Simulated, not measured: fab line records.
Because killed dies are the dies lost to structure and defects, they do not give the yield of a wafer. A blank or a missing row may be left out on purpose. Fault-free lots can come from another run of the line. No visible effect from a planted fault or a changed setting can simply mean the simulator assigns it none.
Comparing a struck lot with a sound one ; flow sfq line ; 14 out of 325 route steps
Sound: wafers L624.1, L624.4, L624.6. Struck: wafer L639.2 (left out: L639.3, L639.6 of the same lot, which were not struck); the cause appears at the end.
At each step with rows: each side's tool, then ch and its chambers, then its first start. Under that, the readings that differ: sound wafers ; struck wafers ; difference of the means ; sigmas: that difference in standard deviations of wafers without a fault.
alike: readings with means less than 2 such deviations apart, plus words and numbers identical on both sides. not compared: withheld readings, readings lacking a value on some wafer, bounds such as >300 that could conceal the same value, and numbers that have no deviation in the record and whose values overlap.
A row with sigmas, a row that says differs or no value, or rows on one side alone: a step with any of these is where the two part. When numbers do not overlap yet have no deviation, they are printed without sigmas and do not part them. A reading that every wafer of one side lacks parts them only if that side has two wafers or more.

first, 6 steps without rows for these wafers: SFQ_TRILAYER_M0_LITHO_COAT_026 (resist thk 62 nm); SFQ_TRILAYER_M0_LITHO_COAT_021 (resist thk 600 nm); SFQ_TRILAYER_M0_LITHO_SOFTBAKE_025; SFQ_TRILAYER_M0_LITHO_EXPOSE_022 (exposes mask M0, target cd 500 nm); SFQ_TRILAYER_M0_LITHO_PEB_024 (peb time 60 s); SFQ_TRILAYER_M0_LITHO_DEVELOP_023 (time 60 s).
SFQ_M0_OVL_MEAS_906:
  sound on overlay-01 at day 8 23:24; struck on overlay-02 at day 13 08:25
  alike: M0_OVL
SFQ_TRILAYER_M0_BARC_OPEN_METAL_ETCH_031: etches BARC in O2, target depth 125 nm, time 41.7 s.
  sound on rie metal-02 ch 1, day 8 23:26; struck on rie metal-02 ch 1, day 13 08:26
  alike: drypump motor current A, oes product au
  not compared: rf hours counter h
SFQ_TRILAYER_M0_ETCH_METAL_ETCH_024: etches Nb in Cl2/Ar, stops on SiO2, target depth 240 nm, time 120 s.
  sound on rie metal-02 ch 1, day 8 23:34; struck on rie metal-02 ch 1, day 13 08:30
  alike: drypump motor current A, oes product au
  not compared: rf hours counter h
SFQ_TRILAYER_M0_STRIP_STRIP_025: strips in O2.
  sound on rie metal-02 ch 1, day 8 23:49; struck on rie metal-02 ch 1, day 13 08:38
  alike: drypump motor current A, oes product au
  not compared: rf hours counter h
then, 1 step without rows for these wafers: SFQ_TRILAYER_M0_STRIP_SOLV_CLEAN_026 (cleans in NMP, time 600 s).
SFQ_TRILAYER_I0_DEP_PECVD_027: deposits SiO2 from SiH4/N2O, time 111.11 s, target thk 500 nm.
  sound on pecvd-03 ch 0,2, day 9 01:11; struck on pecvd-01 ch 2, day 13 09:24
reading;sound;struck;difference;sigmas
run length s (s);139.0 139.2 139.9;155.3;+15.9;+25
model.SiO2_of_TRILAYER_I0_DEP_PECVD_027.thk nm (nm);492.5 501.4 503.3;568.8;+69.7;
  alike: chamber pressure Torr, heater power w, throttle valve pct
SFQ_TRILAYER_I0_CMP_CMP_028: polishes SiO2.
  sound on cmp-02 ch 0,1, day 9 02:14; struck on cmp-01 ch 1, day 13 16:08
reading;sound;struck;difference;sigmas
time to endpoint s (s);203 227 214;261;+46;+6
  alike: motor current A
SFQ_I0_BOW_MEAS_907:
  sound on film metro-01 at day 9 05:14; struck on film metro-04 at day 13 17:39
  alike: I0_BOW

== WHERE THEY PART ==
Earliest at SFQ_TRILAYER_I0_DEP_PECVD_027; latest, in this record, at SFQ_TRILAYER_I0_CMP_CMP_028. Later steps at which nothing parts them and some readings are alike: SFQ_I0_BOW_MEAS_907.

WHY: the cause the simulator had injected
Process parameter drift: pecvd-01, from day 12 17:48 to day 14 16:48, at SFQ_TRILAYER_I0_DEP_PECVD_027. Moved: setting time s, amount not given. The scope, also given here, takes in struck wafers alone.
